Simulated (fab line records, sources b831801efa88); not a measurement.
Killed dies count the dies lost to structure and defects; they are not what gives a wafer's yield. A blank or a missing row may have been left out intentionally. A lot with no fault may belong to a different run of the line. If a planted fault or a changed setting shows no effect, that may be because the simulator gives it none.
Problem report in the 8D (eight disciplines) form, filled by code | flow gf180mcu | the parts of the form that need people (team, actions taken, sign-off) are left out

## 1. PROBLEM STATEMENT
At GF_M1_CD_MEAS_14, cdNm averages 220.2 nm over 6 wafers from 2 lots, while fault-free wafers read 230.0 nm, standard deviation 1.3. Relative to the usual mean, that is a shift of -7.6 standard deviations.
The step: target cd 230 nm.
First observed at day 21 08:19: wafer L420.2, on cdSem-02. At this step, 36 wafers from 12 lots have a number in the record. Rule for "out", or "out of limits": more than 4 standard deviations from the usual mean. The rest of the wafers with a number are treated as sound.

## 2. WHAT IT IS AND WHAT IT IS NOT
question                    | is                     | is not
which readings at this step | cdNm                   | -
which lots                  | L420, L423             | L409, L411, L412, L414, L416, L425, L428, L430, L431, L432
which wafers of those lots  | all that have a number | -
read on which gauges        | cdSem-01, cdSem-02     | -
when                        | from day 21 08:19      | up to then (15 sound wafers); but 15 sound wafers of L425, L428, L430, L431, L432 came after

## 3. WHAT RULES OUT EACH SUSPECT
Counting: a tool at a process step up to the reading stays a suspect if it ran every lot that is out and no sound lot after the first of them.
- the gauge at GF_M1_CD_MEAS_14 has been ruled out. The wafers that are out were read on 2 gauges (cdSem-01, cdSem-02).
- pvdSputter-01 at GF_M1_SPUTTER_03 (material Ti, target thk 10 nm, time 6.7 s): ruled out as a lasting fault. The sound lots L430 went through it after L420, its earliest lot that is out (day 20 08:11).
- lithoTrack-02 at GF_M1_SOFTBAKE_10 (time 60 s): kept. It ran every lot that is out, first L420 (day 20 19:55), and no sound lot after that; its last sound lot up to then is L416 (day 19 19:05). Its own readings are out on those wafers: heaterPowerTotalW, plateTempC.
After counting, what remains is lithoTrack-02 at GF_M1_SOFTBAKE_10.

## 4. THE CAUSE (what the simulator had put in)
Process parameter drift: lithoTrack-02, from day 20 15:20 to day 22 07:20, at GF_M1_SOFTBAKE_10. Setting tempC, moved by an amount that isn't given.
This tool alone remained once counting was done.

## 5. THE CHAIN OF EFFECTS, in route order
Each row: a reading where the mean over the struck wafers with a number is more than 3 standard deviations away from the usual. Only readings for which the record gives a usual standard deviation are gone through. hours: the time from each lot's start at the first step in this table that gives one to its start at this step, as a median over the lots. sigmas: the change in usual standard deviations.
hours | step              | reading           | usual    | on struck wafers | change | sigmas
0     | GF_M1_SOFTBAKE_10 | heaterPowerTotalW | 93.05 W  | 96.25            | +3.20  | +49
0     | GF_M1_SOFTBAKE_10 | plateTempC        | 130.02 C | 133.40           | +3.38  | +26
12    | GF_M1_CD_MEAS_14  | cdNm              | 230.0 nm | 220.2            | -9.8   | -7.6
Its process steps:
- GF_M1_SOFTBAKE_10: time 60 s.

## 6. HOW IT WOULD HAVE BEEN CAUGHT EARLIER
17 hours passed between the start of the fault at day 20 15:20 and the first reading out of limits at a measuring or inspecting step in this record, taken at day 21 08:19.
Tool's own readings at GF_M1_SOFTBAKE_10, heaterPowerTotalW, plateTempC: out on all struck wafers the step has rows for; an alarm limit on them would have tripped on the first.
Among the 2 lots that are out, L423 began GF_M1_SOFTBAKE_10 on lithoTrack-02 after day 21 08:19. It would have been spared by a hold on the tool at that moment.
